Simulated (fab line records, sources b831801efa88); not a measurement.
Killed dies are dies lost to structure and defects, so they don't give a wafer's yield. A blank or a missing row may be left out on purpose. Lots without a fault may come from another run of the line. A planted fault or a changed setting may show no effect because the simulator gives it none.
Chamber matching | flow gf180mcu | GF_V2_CVD_02 on pecvd-02: 3 sister chambers
The step deposits SiO2 from TEOS, target thk 850 nm, time 94.851 s. 6 wafers are shown with their chamber, then 11 later ones without.

WAFERS WITH THEIR CHAMBER
wafer  | chamber | heater_power_w (W)
L081.1 | 2       | 646
L081.5 | 1       | 878
L081.6 | 2       | 674
L084.4 | 0       | 942
L084.6 | 1       | 928
L091.1 | 0       | 879

WAFERS WITHOUT THEIR CHAMBER
wafer  | heater_power_w (W)
L091.2 | 815
L091.3 | 703
L091.4 | 855
L091.5 | 547
L091.6 | 900
L094.2 | 623
L094.5 | 563
L094.6 | 831
L097.3 | 512
L097.4 | 842
L097.5 | 768

WHICH CHAMBER EACH WENT THROUGH
wafer  | from the rows above          | in truth
L091.2 | can't be placed: 1 or 0 or 2 | 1
L091.3 | 2                            | 2
L091.4 | can't be placed: 1 or 0      | 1
L091.5 | 2                            | 2
L091.6 | can't be placed: 1 or 0      | 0
L094.2 | 2                            | 2
L094.5 | 2                            | 2
L094.6 | can't be placed: 1 or 0      | 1
L097.3 | 2                            | 2
L097.4 | can't be placed: 1 or 0      | 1
L097.5 | can't be placed: 2 or 1 or 0 | 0
Placed correctly: 5 of 11. Can't be placed from these rows: 6 (the true chamber is among the candidates in 6). Placed wrongly: 0.
How it was worked out, from the rows above alone: a wafer's distance from a chamber is the root of the sum, over the readings, of the square of ((its reading less the chamber's mean) divided by the reading's scatter). The wafer belongs to the nearest chamber; if the next one is less than 2 further off, it can't be placed. A chamber's mean is the mean of its shown wafers. The scatter: the root of (the sum of the squares of (reading less its chamber's mean) over the shown wafers, divided by (wafers less chambers)).
